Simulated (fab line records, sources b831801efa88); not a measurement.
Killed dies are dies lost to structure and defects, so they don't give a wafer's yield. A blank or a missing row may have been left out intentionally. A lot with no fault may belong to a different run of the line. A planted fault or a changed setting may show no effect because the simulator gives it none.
Matching of chambers | flow sky130 | 4 sister chambers for SKY_VIA1_ETCH_14 on rie diel-03
The step etches BARC in N2/H2, stops on SiO2, time 45.9 s, target depth 60 nm. 16 wafers are shown with their chamber, then 7 later ones without.

== WAFERS PAIRED WITH THEIR CHAMBERS ==
wafer  | chamber | oes product au (a.u.) | throttle valve pct (%)
L749.3 | 3       | 0.861                 | 13.218
L749.4 | 0       | 0.853                 | 13.225
L749.5 | 1       | 0.861                 | 13.237
L750.3 | 3       | 0.854                 | 13.236
L750.5 | 1       | 0.861                 | 13.222
L750.6 | 0       | 0.850                 | 13.222
L752.2 | 0       | 0.850                 | 13.216
L752.3 | 3       | 0.863                 | 13.231
L753.1 | 2       | 0.853                 | 13.228
L753.3 | 1       | 0.857                 | 13.209
L753.5 | 3       | 0.850                 | 13.226
L755.1 | 1       | 0.862                 | 13.214
L755.2 | 0       | 0.851                 | 13.204
L755.3 | 3       | 0.858                 | 13.232
L759.1 | 1       | 0.851                 | 13.225
L759.2 | 3       | 0.852                 | 13.215

SIGNATURES, as means of the wafers listed above
reading            | chamber 0 | chamber 1 | chamber 2 | chamber 3 | scatter within a chamber
oes product au     | 0.85100   | 0.85840   | 0.85300   | 0.85633   | 0.00431
throttle valve pct | 13.21675  | 13.22140  | 13.22800  | 13.22633  | 0.00944
Rule: for each reading, subtract the chamber's mean from the wafer's reading, divide by that reading's scatter and square the result; add these up over the readings and take the root, which gives the wafer's distance from the chamber. The wafer belongs to the nearest chamber; if the next one is less than 2 further off, it can't be placed. How the scatter is found: for the shown wafers, subtract from each reading the mean of its chamber, square and add these, divide the total by (wafers less chambers), then take the root.

== WAFERS WHOSE CHAMBER IS MISSING ==
wafer  | oes product au (a.u.) | throttle valve pct (%)
L759.6 | 0.858                 | 13.234
L766.2 | 0.854                 | 13.233
L766.4 | 0.859                 | 13.225
L766.6 | 0.855                 | 13.233
L768.1 | 0.854                 | 13.217
L768.2 | 0.855                 | 13.230
L768.4 | 0.858                 | 13.225

== EACH ONE'S CHAMBER ==
wafer  | from the rows above               | in truth
L759.6 | can't be placed: 3 or 2 or 1 or 0 | 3
L766.2 | can't be placed: 2 or 3 or 1 or 0 | 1
L766.4 | can't be placed: 1 or 3 or 2 or 0 | 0
L766.6 | can't be placed: 2 or 3 or 1 or 0 | 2
L768.1 | can't be placed: 0 or 1 or 3 or 2 | 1
L768.2 | can't be placed: 3 or 2 or 1 or 0 | 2
L768.4 | can't be placed: 1 or 3 or 2 or 0 | 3
Correct placement for 0 of the 7. These rows do not allow placing 7 (true chamber among the candidates in 7). Wrongly placed: 0.
